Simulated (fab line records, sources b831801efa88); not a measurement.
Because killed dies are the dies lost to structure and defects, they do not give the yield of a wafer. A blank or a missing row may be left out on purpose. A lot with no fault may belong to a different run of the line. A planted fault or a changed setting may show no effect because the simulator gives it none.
fab line records	flow sky130
record lots=5	wafers=15	lastDay=50
route steps=708 shown VIA3@575 METAL4@598 CAP2M@603 PAD_OPEN@708
lots with no fault: from the same line, run without faults
startH: hours from the record's first day to the start of the lot's first wafer shown	waitH: how many hours have passed since the lot's step before this one	" unchanged from the row above	L1.1+2: a row that stands for several wafers	- no value, or no start was given	* or withheld: withheld	< > ~ a bound
route shown NAME@n: a module of which the file shows steps, and the number in the route of the first	usual: the fault-free wafers' mean and standard deviation	same: alike in all rows	chamber/n: place in a boat	sites: per-site readings	_std_site: the standard deviation of these	_edge_site: outer sites' mean less inner sites'	radiusMm: for every site, how far away it sits from the centre of the wafer	mask NAME#n: copy n	behind: the tool/chamber that last shaped the wafer	hold: why the lot was held/for how many hours/how that ended	device: names the non-switching transistor (n, p or np)	end of line: at the end of the route, the tests of the same wafers	a step given without rows: its recipe and nothing more	killed: not the wafer's yield, but the dies lost to structure and defects at the first sort	map: a wafer's dies, marking killed ones x, the rest . and places with no die _
set.NAME: setting as actually run; set.NAME@STEP: the setting as run at that earlier step	model.NAME: the simulator's own value behind a step, which no gauge read
lots seen at some steps along the route; tables by step, rows by wafer
services: when a tool's chamber went out of use (startH, in hours from the record's first day, below 0 if earlier), for how many hours, and the reason
## steps
# step SKY_VIA3_CMP_02
# recipe material=SiO2	downForcePsi=4	platenRpm=60	padVelocityMS=0.94248
# step SKY_VIA3_BOW_MEAS_03
# recipe mode=bow
# usual VIA3_BOW=78/7.7
lot.wafer	tool	chamber	startH	waitH	VIA3_BOW[um]
L941.3	filmMetro-03	-	953.49	0.3	80
L941.5	"	-	"	"	69
L941.6	"	-	"	"	69
L945.3	filmMetro-03	-	987.25	0.2	86
L945.4	"	-	"	"	87
L945.5	"	-	"	"	82
L947.2	filmMetro-04	-	1006.55	0.2	81
L947.4	"	-	"	"	65
L947.5	"	-	"	"	89
L950.1	filmMetro-04	-	1029.90	0.1	69
L950.3	"	-	"	"	81
L950.6	"	-	"	"	76
L954.2	filmMetro-04	-	1044.76	0.2	66
L954.3	"	-	"	"	68
L954.4	"	-	"	"	75
# step SKY_VIA3_DEHYDRATE_04
# recipe tempC=200	timeS=60
# step SKY_VIA3_HMDS_05
# recipe primeTimeS=60	primeTempC=120
# step SKY_VIA3_COAT_06
# recipe resist=BARC	tempC=withheld	timeS=withheld	spinRpm=3000	resistThkNm=60
# step SKY_VIA3_COAT_07
# recipe resist=KrF-thick	spinRpm=3000	resistThkNm=450
# step SKY_VIA3_SOFTBAKE_08
# recipe tempC=99.08	timeS=90	resist=KrF-thick
# step SKY_VIA3_EXPOSE_09
# recipe maskId=VIM3	na=0.8	sourceShape=annular	sigmaInner=0.55	sigmaOuter=0.85	targetCdNm=200	doseMj=38
# step SKY_VIA3_PEB_10
# recipe pebTempC=withheld	pebTimeS=withheld	resist=KrF-thick
# step SKY_VIA3_DEVELOP_11
# recipe developTimeS=60	resist=KrF-thick	devTempC=21
# step SKY_VIA3_CD_MEAS_12
# recipe targetCdNm=200
# usual cdNm=199.7/1.5
lot.wafer	tool	chamber	startH	waitH	cdNm
L941.3	cdSem-01	-	979.19	-	198.1
L941.5	"	-	"	"	198.8
L941.6	"	-	"	"	197.2
L945.3	cdSem-01	-	1011.69	-	201.8
L945.4	"	-	"	"	203.0
L945.5	"	-	"	"	200.6
L947.2	cdSem-01	-	1031.57	-	199.2
L947.4	"	-	"	"	198.6
L947.5	"	-	"	"	198.5
L950.1	cdSem-02	-	1053.30	-	200.3
L950.3	"	-	"	"	200.0
L950.6	"	-	"	"	199.4
L954.2	cdSem-01	-	1067.87	-	200.9
L954.3	"	-	"	"	200.4
L954.4	"	-	"	"	200.2
# step SKY_VIA3_OVL_MEAS_13
# usual VIA3_OVL=0/5.8
lot.wafer	tool	chamber	startH	waitH	VIA3_OVL[nm]
L941.3	overlay-02	-	979.28	0.1	0
L941.5	"	-	"	"	-3
L941.6	"	-	"	"	3
L945.3	overlay-01	-	1011.78	0.1	6
L945.4	"	-	"	"	-1
L945.5	"	-	"	"	-2
L947.2	overlay-02	-	1031.68	0.1	-5
L947.4	"	-	"	"	-1
L947.5	"	-	"	"	-1
L950.1	overlay-02	-	1053.42	0.1	0
L950.3	"	-	"	"	-3
L950.6	"	-	"	"	2
L954.2	overlay-01	-	1067.98	0.1	2
L954.3	"	-	"	"	-3
L954.4	"	-	"	"	-1
# step SKY_VIA3_ETCH_14
# recipe chemistry=N2/H2	target=BARC	ionEnergyEv=200	sourceW=500	biasW=100	pressureMtorr=30	n2FlowSccm=100	h2FlowSccm=200	stopOn=SiO2	timeS=45.9	targetDepthA=600
# usual drypumpMotorCurrentA=5.7/0.56	n2FlowSccm=100.0/0.31	oesProductAu=0.854/0.0046	throttleValvePct=13.225/0.0087
lot.wafer	tool	chamber	startH	waitH	drypumpMotorCurrentA	n2FlowSccm	oesProductAu	rfHoursCounterH	throttleValvePct
L941.3	rieDiel-01	3	979.31	0.0	5.6	100.2	0.854	16	13.230
L941.5	"	2	"	"	5.9	100.4	0.860	-	13.226
L941.6	"	1	"	"	5.0	100.2	0.854	-	13.236
L945.3	rieDiel-03	3	1011.81	0.0	6.3	100.0	0.854	28	13.230
L945.4	"	1	"	"	6.6	99.7	0.853	9	13.227
L945.5	"	3	"	"	6.3	100.0	0.861	-	13.232
L947.2	rieDiel-03	0	1031.71	0.0	4.8	99.8	0.857	12	13.224
L947.4	"	2	"	"	5.9	99.7	0.853	26	13.224
L947.5	"	0	"	"	4.8	100.0	0.843	-	13.223
L950.1	rieDiel-03	2	1053.46	0.0	5.9	99.5	0.848	26	13.222
L950.3	"	1	"	"	6.6	99.5	0.854	10	13.235
L950.6	"	1	"	"	6.6	100.2	0.851	-	13.220
L954.2	rieDiel-03	2	1068.01	0.0	5.9	100.0	0.860	27	13.218
L954.3	"	1	"	"	6.6	100.3	0.859	10	13.225
L954.4	"	0	"	"	4.8	100.4	0.846	13	13.245
# step SKY_VIA3_ETCH_15
# recipe target=SiO2	chemistry=C4F8/O2/Ar	targetDepthNm=507	stopOn=TiN	maskMaterial=KrF-thick	sourceW=1500	biasW=1200	pressureMtorr=40	c4f8FlowSccm=withheld	O2_flow_sccm=6	Ar_flow_sccm=300	timeS=78
# step SKY_VIA3_STRIP_16
# recipe chemistry=O2/N2	powerW=1400	pressureMtorr=1500	platenTempC=withheld	o2FlowSccm=3000	n2FlowSccm=300	overashFraction=0.5
# usual drypumpMotorCurrentA=5.6/0.49	n2FlowSccm=300.0/0.92	o2FlowSccm=2999/8.7	oesProductAu=0.402/0.0051	stripTimeToEndpointS=4.141/0.029
lot.wafer	tool	chamber	startH	waitH	drypumpMotorCurrentA	n2FlowSccm	o2FlowSccm	oesProductAu	rfHoursCounterH	stripTimeToEndpointS
L941.3	plasmaAsher-03	0	979.44	0.1	5.7	299.7	2993	0.401	-	4.150
L941.5	"	1	"	"	5.1	299.6	3002	0.396	-	4.144
L941.6	"	0	"	"	5.7	302.0	3003	0.405	-	4.121
L945.3	plasmaAsher-03	0	1011.94	0.1	5.8	299.4	2990	0.393	-	4.156
L945.4	"	1	"	"	5.1	300.4	3009	0.396	-	4.153
L945.5	"	0	"	"	5.7	299.1	3013	0.410	-	4.156
L947.2	plasmaAsher-04	0	1031.81	0.0	5.8	300.5	2999	0.410	58	4.172
L947.4	"	0	"	"	5.8	301.1	2986	0.401	-	4.206
L947.5	"	1	"	"	5.4	300.4	3003	0.406	-	4.156
L950.1	plasmaAsher-03	1	1053.56	0.0	5.1	300.0	3000	0.400	124	4.144
L950.3	"	1	"	"	5.1	300.0	3000	0.398	-	4.097
L950.6	"	1	"	"	5.1	300.0	3000	0.409	-	4.095
L954.2	plasmaAsher-03	1	1068.11	0.0	5.1	299.5	2981	0.410	0	4.173
L954.3	"	1	"	"	5.1	298.5	2997	0.406	-	4.149
L954.4	"	0	"	"	5.7	298.9	2990	0.405	-	4.150
# step SKY_VIA3_STRIP_17
# recipe chemistry=postEtchResidueRemover	timeS=1200	tempC=72.5
# step SKY_VIA3_CLEAN_18
# recipe chemistry=IPA	timeS=180	tempC=25
# step SKY_VIA3_CLEAN_19
# recipe chemistry=O3/DIW	dry=n2Spin
# step SKY_VIA3_SPUTTER_20
# recipe material=TiN	targetThkNm=20	chamberPressurePa=5	powerW=4000	timeS=80
# step SKY_VIA3_CVD_21
# recipe material=W	targetThkNm=390	timeS=117.31	tempC=400	pressureTorr=40
# step SKY_VIA3_RS_MEAS_22
# recipe thkMeasGauge=four-point-probe	reads=W_of_VIA3_CVD_21+TiN_of_VIA3_SPUTTER_20
# usual VIA3_W_RS=0.291/0.0062
lot.wafer	tool	chamber	startH	waitH	VIA3_W_RS[ohm/sq]
L941.3	filmMetro-04	-	980.22	0.1	0.283
L941.5	"	-	"	"	0.293
L941.6	"	-	"	"	0.282
L945.3	filmMetro-03	-	1013.16	0.1	0.295
L945.4	"	-	"	"	0.280
L945.5	"	-	"	"	0.285
L947.2	filmMetro-03	-	1032.76	0.1	0.296
L947.4	"	-	"	"	0.293
L947.5	"	-	"	"	0.294
L950.1	filmMetro-01	-	1054.36	0.1	0.294
L950.3	"	-	"	"	0.295
L950.6	"	-	"	"	0.294
L954.2	filmMetro-03	-	1068.91	0.1	0.299
L954.3	"	-	"	"	0.294
L954.4	"	-	"	"	0.298
# step SKY_VIA3_THK_MEAS_23
# recipe thkMeasGauge=xrf	reads=W_of_VIA3_CVD_21
# usual VIA3_W_THK=400/9.3
lot.wafer	tool	chamber	startH	waitH	VIA3_W_THK[nm]
L941.3	filmMetro-04	-	980.32	0.1	406
L941.5	"	-	"	"	394
L941.6	"	-	"	"	412
L945.3	filmMetro-03	-	1013.26	0.1	395
L945.4	"	-	"	"	423
L945.5	"	-	"	"	416
L947.2	filmMetro-03	-	1032.87	0.1	391
L947.4	"	-	"	"	396
L947.5	"	-	"	"	393
L950.1	filmMetro-01	-	1054.48	0.1	388
L950.3	"	-	"	"	386
L950.6	"	-	"	"	387
L954.2	filmMetro-03	-	1069.02	0.1	393
L954.3	"	-	"	"	398
L954.4	"	-	"	"	393
# step SKY_VIA3_CMP_24
# recipe stopOn=SiO2	tOverpolishS=20	downForcePsi=3.5	platenRpm=60	targetThkNm=0	padVelocityMS=0.94248
# usual motorCurrentA=11.2/0.71	overpolishRunS=19.999/0.0098	slurryFilterDpKPa=13.50/0.14	timeToEndpointS=95/4.6
lot.wafer	tool	chamber	startH	waitH	motorCurrentA	overpolishRunS	slurryFilterDpKPa	timeToEndpointS
L941.3	cmp-02	3	980.46	0.1	12.3	20.009	13.48	100
L941.6	"	1	"	"	11.5	19.992	13.69	99
L941.5	"	2	"	"	9.7	19.994	13.60	102
L945.4	cmp-02	0	1013.30	0.0	10.8	19.997	13.67	93
L945.3	"	2	"	"	10.3	19.982	13.58	93
L945.5	"	0	"	"	11.2	19.993	13.46	94
L947.2	cmp-01	1	1032.92	0.0	10.3	19.987	13.32	94
L947.4	"	2	"	"	11.5	19.999	13.63	89
L947.5	"	1	"	"	10.5	19.992	13.16	97
L950.3	cmp-01	0	1054.59	0.1	11.2	19.986	13.32	96
L950.1	"	1	"	"	10.5	19.994	13.67	101
L950.6	"	3	"	"	11.7	20.003	13.52	98
L954.3	cmp-02	2	1069.07	0.0	10.0	19.999	13.52	95
L954.4	"	3	"	"	11.6	20.004	13.11	91
L954.2	"	0	"	"	11.2	19.997	13.35	86
# step SKY_METAL4_SPUTTER_00
# recipe material=Ti	targetThkNm=15	powerW=3000	timeS=10	chamberPressurePa=0.4
# usual cathodeDcPowerW=3000.0/0.55	throttleValvePct=30.6/0.78
lot.wafer	tool	chamber	startH	waitH	cathodeDcPowerW	throttleValvePct
L941.3	pvdSputter-03	-	980.66	0.1	3001.0	29.5
L941.5	"	-	"	"	2999.7	32.0
L941.6	"	-	"	"	2999.2	30.0
L945.3	pvdSputter-03	-	1013.60	0.1	2999.3	29.5
L945.4	"	-	"	"	2999.1	32.0
L945.5	"	-	"	"	3000.2	29.7
L947.2	pvdSputter-03	-	1033.22	0.2	2999.1	29.4
L947.4	"	-	"	"	2999.9	32.2
L947.5	"	-	"	"	2999.5	29.2
L950.1	pvdSputter-03	-	1054.84	0.1	3000.9	31.9
L950.3	"	-	"	"	3000.3	30.3
L950.6	"	-	"	"	3000.9	32.2
L954.2	pvdSputter-02	-	1069.37	0.1	2999.7	29.9
L954.3	"	-	"	"	2999.6	32.0
L954.4	"	-	"	"	3000.2	30.9
# step SKY_METAL4_SPUTTER_01
# recipe material=TiN	targetThkNm=20	powerW=6500	timeS=16.7	chamberPressurePa=0.3932
# usual cathodeDcPowerW=6499.9/1.1	throttleValvePct=30.6/0.8
lot.wafer	tool	chamber	startH	waitH	cathodeDcPowerW	throttleValvePct
L941.3	pvdSputter-03	-	980.69	0.0	6498.2	29.4
L941.5	"	-	"	"	6500.6	32.0
L941.6	"	-	"	"	6500.2	30.5
L945.3	pvdSputter-03	-	1013.62	0.0	6502.0	29.7
L945.4	"	-	"	"	6499.5	31.9
L945.5	"	-	"	"	6499.8	29.4
L947.2	pvdSputter-03	-	1033.24	0.0	6499.7	29.5
L947.4	"	-	"	"	6497.3	32.0
L947.5	"	-	"	"	6500.6	29.4
L950.1	pvdSputter-03	-	1054.87	0.0	6500.1	31.8
L950.3	"	-	"	"	6498.7	30.4
L950.6	"	-	"	"	6500.6	32.1
L954.2	pvdSputter-02	-	1069.39	0.0	6500.5	29.7
L954.3	"	-	"	"	6499.8	32.2
L954.4	"	-	"	"	6499.0	30.9
# step SKY_METAL4_SPUTTER_02
# recipe material=AlCu	targetThkNm=735	powerW=10600	timeS=39.1	chamberPressurePa=0.4
# step SKY_METAL4_SPUTTER_03
# recipe material=Ti	targetThkNm=5	powerW=3000	timeS=3.3	chamberPressurePa=0.4
# step SKY_METAL4_SPUTTER_04
# recipe material=TiN	targetThkNm=70	powerW=6500	timeS=58.3	chamberPressurePa=0.4
# step SKY_CAP2M_CVD_00
# recipe material=SiO2	targetThkNm=15.5	tempC=400	timeS=withheld	rfW=450
# step SKY_CAP2M_THK_MEAS_01
# recipe reads=SiO2_of_CAP2M_CVD_00
# usual CAP2M_CVD_00_THK=15.57/0.24
lot.wafer	tool	chamber	startH	waitH	CAP2M_CVD_00_THK[nm]
L941.3	filmMetro-02	-	980.86	-	15.56
L941.5	"	-	"	"	15.70
L941.6	"	-	"	"	15.71
L945.3	filmMetro-04	-	1013.79	-	15.22
L945.4	"	-	"	"	15.46
L945.5	"	-	"	"	15.86
L947.2	filmMetro-01	-	1033.41	-	15.40
L947.4	"	-	"	"	15.30
L947.5	"	-	"	"	15.21
L950.1	filmMetro-04	-	1055.02	-	15.38
L950.3	"	-	"	"	15.83
L950.6	"	-	"	"	15.99
L954.2	filmMetro-02	-	1069.55	-	15.49
L954.3	"	-	"	"	15.69
L954.4	"	-	"	"	15.81
# step SKY_CAP2M_SPUTTER_02
# recipe material=TiN	targetThkNm=200	tempC=300	powerW=6500	timeS=166.7	chamberPressurePa=0.4
# usual cathodeDcPowerW=6500.1/1.3	throttleValvePct=30.1/1.1
lot.wafer	tool	chamber	startH	waitH	cathodeDcPowerW	throttleValvePct
L941.3	pvdSputter-02	-	980.90	0.0	6500.8	32.0
L941.5	"	-	"	"	6501.2	29.8
L941.6	"	-	"	"	6498.9	31.0
L945.3	pvdSputter-01	-	1013.83	0.0	6499.8	29.7
L945.4	"	-	"	"	6499.6	28.0
L945.5	"	-	"	"	6503.2	31.2
L947.2	pvdSputter-02	-	1033.46	0.0	6500.8	32.0
L947.4	"	-	"	"	6501.5	30.0
L947.5	"	-	"	"	6499.2	30.9
L950.1	pvdSputter-02	-	1055.08	0.1	6499.3	32.0
L950.3	"	-	"	"	6498.2	29.8
L950.6	"	-	"	"	6500.9	30.0
L954.2	pvdSputter-01	-	1069.60	0.0	6501.6	31.1
L954.3	"	-	"	"	6501.2	30.3
L954.4	"	-	"	"	6502.7	29.6
# step SKY_CAP2M_RS_MEAS_03
# recipe thkMeasGauge=four-point-probe	reads=TiN_of_CAP2M_SPUTTER_02
# usual CAP2M_TIN_RS=6.91/0.077
lot.wafer	tool	chamber	startH	waitH	CAP2M_TIN_RS[ohm/sq]
L941.3	filmMetro-02	-	981.05	0.1	6.85
L941.5	"	-	"	"	6.85
L941.6	"	-	"	"	6.85
L945.3	filmMetro-04	-	1013.98	0.1	6.90
L945.4	"	-	"	"	6.82
L945.5	"	-	"	"	6.85
L947.2	filmMetro-02	-	1033.59	0.1	6.88
L947.4	"	-	"	"	7.00
L947.5	"	-	"	"	6.90
L950.1	filmMetro-01	-	1055.19	0.1	6.74
L950.3	"	-	"	"	6.82
L950.6	"	-	"	"	6.83
L954.2	filmMetro-04	-	1069.73	0.1	6.83
L954.3	"	-	"	"	6.79
L954.4	"	-	"	"	6.84
# step SKY_CAP2M_THK_MEAS_04
# recipe thkMeasGauge=xrf	reads=TiN_of_CAP2M_SPUTTER_02
# usual CAP2M_TIN_THK=201.7/2.6
lot.wafer	tool	chamber	startH	waitH	CAP2M_TIN_THK[nm]
L941.3	filmMetro-02	-	981.15	0.1	202.2
L941.5	"	-	"	"	203.1
L941.6	"	-	"	"	203.0
L945.3	filmMetro-04	-	1014.08	0.1	203.7
L945.4	"	-	"	"	204.8
L945.5	"	-	"	"	204.9
L947.2	filmMetro-02	-	1033.70	0.1	202.5
L947.4	"	-	"	"	199.1
L947.5	"	-	"	"	201.6
L950.1	filmMetro-01	-	1055.31	0.1	208.1
L950.3	"	-	"	"	204.7
L950.6	"	-	"	"	204.2
L954.2	filmMetro-04	-	1069.84	0.1	205.2
L954.3	"	-	"	"	206.1
L954.4	"	-	"	"	205.0
# step SKY_CAP2M_DEHYDRATE_05
# recipe tempC=200	timeS=60
# step SKY_CAP2M_HMDS_06
# recipe primeTimeS=60	primeTempC=120
# step SKY_CAP2M_COAT_07
# recipe resist=NOVOLAK	spinRpm=3000	resistThkNm=1140
# step SKY_CAP2M_SOFTBAKE_08
# recipe tempC=90	timeS=60	resist=NOVOLAK
# step SKY_CAP2M_EXPOSE_09
# recipe maskId=CAP2M	na=0.6	sourceShape=conventional	sigmaOuter=0.6	polarization=unpolarized	targetCdNm=1000	doseMj=159
# step SKY_CAP2M_PEB_10
# recipe tempC=withheld	timeS=*	resist=NOVOLAK
# step SKY_CAP2M_DEVELOP_11
# recipe resist=NOVOLAK	developer=TMAH	developTimeS=60	devTempC=23
# step SKY_CAP2M_OVL_MEAS_12
# usual CAP2M_OVL=0.3/1.3
lot.wafer	tool	chamber	startH	waitH	CAP2M_OVL[nm]
L941.3	overlay-01	-	1005.71	0.1	2.2
L941.5	"	-	"	"	2.3
L941.6	"	-	"	"	2.2
L945.3	overlay-01	-	1037.91	0.1	2.2
L945.4	"	-	"	"	1.3
L945.5	"	-	"	"	1.0
L947.2	overlay-01	-	1056.76	0.1	-0.6
L947.4	"	-	"	"	0.4
L947.5	"	-	"	"	-0.5
L950.1	overlay-02	-	1077.35	0.1	-0.6
L950.3	"	-	"	"	0.1
L950.6	"	-	"	"	-2.9
L954.2	overlay-01	-	1091.71	0.1	-0.8
L954.3	"	-	"	"	-0.7
L954.4	"	-	"	"	-0.5
# step SKY_CAP2M_METAL_ETCH_13
# recipe targetDepthNm=220	stopOn=SiO2	chemistry=Cl2/BCl3	target=TiN	pressureMtorr=10	icpW=900	biasW=48.5	Cl2_flow_sccm=60	bcl3FlowSccm=30	timeS=62.9
# step SKY_PAD_OPEN_PROBE_99
# usual defectLimitedYield=82.5/1.9	killed_at_M0_to_M3=43/6.4	killed_at_M4_up=3.3/1.9	killedAtContacts=24/5.7	killedAtFrontEnd=15/4.7	killedAtOther=0.3/0.48	killedDies=86/9.2	killedOpen=47/7	killedShort=39/6.5	sort_bin_3_pad_short=0.8/0.38	sort_bin_5_function=10.3/1.4	sort_bin_6_memory=6.3/1.1	sortNPass=406/9.2	sortYieldPct=82.5/1.9
# same grossDies=492	killedAtBackSide=0	sort_bin_4_leakage[%]=0	sort_bin_8_speed[%]=0
lot.wafer	tool	chamber	startH	waitH	defectLimitedYield[%]	killed_at_M0_to_M3	killed_at_M4_up	killedAtContacts	killedAtFrontEnd	killedAtOther	killedDies	killedOpen	killedShort	sort_bin_3_pad_short[%]	sort_bin_5_function[%]	sort_bin_6_memory[%]	sortNPass	sortYieldPct[%]	model.etest.tester.sortNPass	model.etest.tester.sortYieldPct	model.etest.tester.sort_bin_5_pct	model.etest.tester.sort_bin_3_pct
L945.3	prober-02	-	1154.78	0.2	83.5	36	3	30	12	0	81	46	35	0.2	10.8	5.5	411	83.5	411	83.54	10.77	0.2033
L945.4	prober-02	-	1154.83	0.2	82.7	36	6	29	14	0	85	42	42	0.8	9.8	6.7	407	82.7	407	82.72	9.756	0.813
L945.5	prober-02	-	1154.88	0.2	80.1	42	5	30	21	0	98	54	43	0.6	12.0	7.3	394	80.1	394	80.08	11.99	0.6098
L950.1	prober-01	-	1185.93	0.1	83.9	42	7	19	10	1	79	37	41	1.0	9.1	5.9	413	83.9	413	83.94	9.146	1.016
L950.3	prober-01	-	1186.03	0.2	82.5	51	5	26	4	0	86	51	34	0.2	8.7	8.5	406	82.5	406	82.52	8.74	0.2033
L950.6	prober-01	-	1186.18	0.2	81.9	46	6	21	15	1	89	46	42	0.8	10.4	6.9	403	81.9	403	81.91	10.37	0.813
L954.2	prober-01	-	1198.00	0.1	85.8	33	4	21	12	0	70	33	36	0.2	8.1	5.9	422	85.8	422	85.77	8.13	0.2033
L954.3	prober-01	-	1198.05	0.2	83.7	44	2	21	13	0	80	47	32	1.0	9.6	5.7	412	83.7	412	83.74	9.553	1.016
L954.4	prober-01	-	1198.10	0.2	73.0	85	2	26	18	2	133	40	35	2.6	16.9	7.5	359	73.0	359	72.97	16.87	2.642
# killed by level:class
L945.3 CONTACT:geometricParticle:open=12 VIA1:geometricParticle:open=9 LOCAL_INTERCONNECT:geometricParticle:short=7 METAL1:geometricParticle:short=5 FIELD_ISO:geometricParticle:open=4 LI_CONTACT:geometricParticle:open=4 METAL2:geometricParticle:short=4 VIA2:geometricParticle:open=4
L945.4 LOCAL_INTERCONNECT:geometricParticle:short=10 VIA2:geometricParticle:open=8 CONTACT:geometricParticle:open=6 VIA2:geometricParticle:short=6 VIA1:geometricParticle:open=5 VIA3:geometricParticle:open=5 POLY_GATE:geometricParticle:open=4 LI_CONTACT:geometricParticle:short=4
L945.5 CONTACT:geometricParticle:open=10 LI_CONTACT:geometricParticle:open=9 VIA3:geometricParticle:open=8 VIA1:geometricParticle:open=8 FIELD_ISO:geometricParticle:short=7 CONTACT:geometricParticle:short=6 POLY_GATE:geometricParticle:open=5 METAL1:geometricParticle:short=5
L950.1 CONTACT:geometricParticle:open=8 VIA1:geometricParticle:open=8 VIA2:geometricParticle:open=8 CONTACT:geometricParticle:short=6 METAL3:geometricParticle:short=6 METAL4:geometricParticle:short=5 VIA1:geometricParticle:short=4 POLY_GATE:geometricParticle:open=3
L950.3 VIA1:geometricParticle:open=12 LI_CONTACT:geometricParticle:open=9 METAL1:geometricParticle:short=8 VIA3:geometricParticle:open=8 CONTACT:geometricParticle:open=7 VIA2:geometricParticle:open=6 CONTACT:geometricParticle:short=4 METAL4:geometricParticle:short=4
L950.6 VIA1:geometricParticle:open=17 CONTACT:geometricParticle:open=6 VIA3:geometricParticle:short=6 VIA3:geometricParticle:open=6 POLY_GATE:geometricParticle:short=5 METAL2:geometricParticle:short=4 LI_CONTACT:geometricParticle:open=4 LOCAL_INTERCONNECT:geometricParticle:short=4
L954.2 LI_CONTACT:geometricParticle:open=8 METAL2:geometricParticle:short=7 VIA2:geometricParticle:open=6 CONTACT:geometricParticle:open=5 VIA1:geometricParticle:open=5 POLY_GATE:geometricParticle:open=4 CONTACT:geometricParticle:short=4 VIA1:geometricParticle:short=4
L954.3 VIA1:geometricParticle:open=19 CONTACT:geometricParticle:open=7 POLY_GATE:geometricParticle:short=6 VIA2:geometricParticle:open=6 LI_CONTACT:geometricParticle:open=5 VIA1:geometricParticle:short=5 LOCAL_INTERCONNECT:geometricParticle:short=4 CONTACT:geometricParticle:short=4
L954.4 VIA3:unspecified=57 LI_CONTACT:geometricParticle:open=7 CONTACT:geometricParticle:open=7 FIELD_ISO:geometricParticle:short=6 POLY_GATE:geometricParticle:open=5 METAL2:geometricParticle:short=5 VIA3:geometricParticle:open=5 LI_CONTACT:geometricParticle:short=4
# map L954.4 (x killed, . not)
__________....x..x.._________
________.............._______
______.x...xx.....xxx..x_____
_____....x....x........xx____
____.......x.x.x..........___
___x..............x..x.....__
__xx...x...................x_
_......x.x.............xx....
_......x...........x..x......
_..x...xxxx............x....x
_...........x..x.xx...xx.x.x.
_.................x....x.....
_...x.......xxx.......x.x....
_....x........x.xxxx..x...xx.
_....x..xxx.xxxx.x....x......
__...x..xxxxxxxx............_
___x....xxxxxxxxx........xx__
____....xxxxxxxxxx.....x..___
_____...xxxxxxx....x.x.x.____
______.xxxxxxxxxxx....x._____
________...xxxx......._______
__________....xxx..._________
# map L947.2 (x killed, . not)
__________....x....._________
________x...xxx......._______
______x.......x........x_____
_____x..x.x.....xx.....x.____
____x...x.x..x.x....x.x...___
___..x..x................x.__
__..........x.......x.....x._
_x.xx............x...x.......
_.......x.x........x..x......
_x.......x.x.xxx.............
_...x.....xx......x....x...x.
_......x..........x........x.
_x.x................x....x...
_....x...x............x......
_........x.x..x......x.......
__..x.x........xxxx......x.._
___.x.....x...x.......x....__
____x.........x.x.....x...___
_____....x..x..x...x.....____
______.xx..............._____
________...x.x.x.x.x.._______
__________x........._________
## services
tool	chamber	startH	hours	kind
rieDiel-03	2	961.05	5.2	repair
plasmaAsher-04	-	962.85	11.0	pm
pvdSputter-01	0	966.51	-	consumableReplace:kit
pvdSputter-01	0	966.51	18.0	scheduledDown
pvdSputter-01	0	966.51	18.0	ventCycle
rieDiel-01	0	971.24	10.1	repair
cmp-01	-	974.44	2.2	repair
pvdSputter-01	-	977.75	1.7	repair
cmp-01	-	1001.19	1.8	repair
pvdSputter-01	-	1022.04	2.3	repair
pvdSputter-03	3	1033.97	-	consumableReplace:kit
pvdSputter-03	3	1033.97	18.0	scheduledDown
pvdSputter-03	3	1033.97	18.0	ventCycle
rieDiel-01	2	1044.20	4.7	repair
plasmaAsher-03	-	1055.25	9.0	pm
plasmaAsher-03	0	1055.25	9.0	ventCycle
plasmaAsher-03	1	1055.25	9.0	ventCycle
cmp-02	-	1057.03	1.1	repair
plasmaAsher-03	0	1064.25	-	clean
plasmaAsher-03	1	1064.25	-	clean
pvdSputter-03	-	1066.26	3.9	repair
## key
firstSign step=SKY_PAD_OPEN_PROBE_99	reading=killed_at_M0_to_M3	direction=up	sigmas=6.6	usual=43	struck=85
effect step=SKY_PAD_OPEN_PROBE_99	reading=defectLimitedYield	direction=down	sigmas=5.1	usual=82.5	struck=73.0
modelEffect step=SKY_PAD_OPEN_PROBE_99	value=etest.tester.sortNPass	without=408	struck=359
metAt SKY_VIA3_ETCH_14
struckWafers L954.4
onsetBetween 1031.71 1068.01
fault kind=chamberParticleSource	tool=rieDiel-03	chamber=0	onsetH=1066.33	steps=SKY_VIA3_ETCH_14	ratePerVisitCm2=0.79691	endH=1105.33
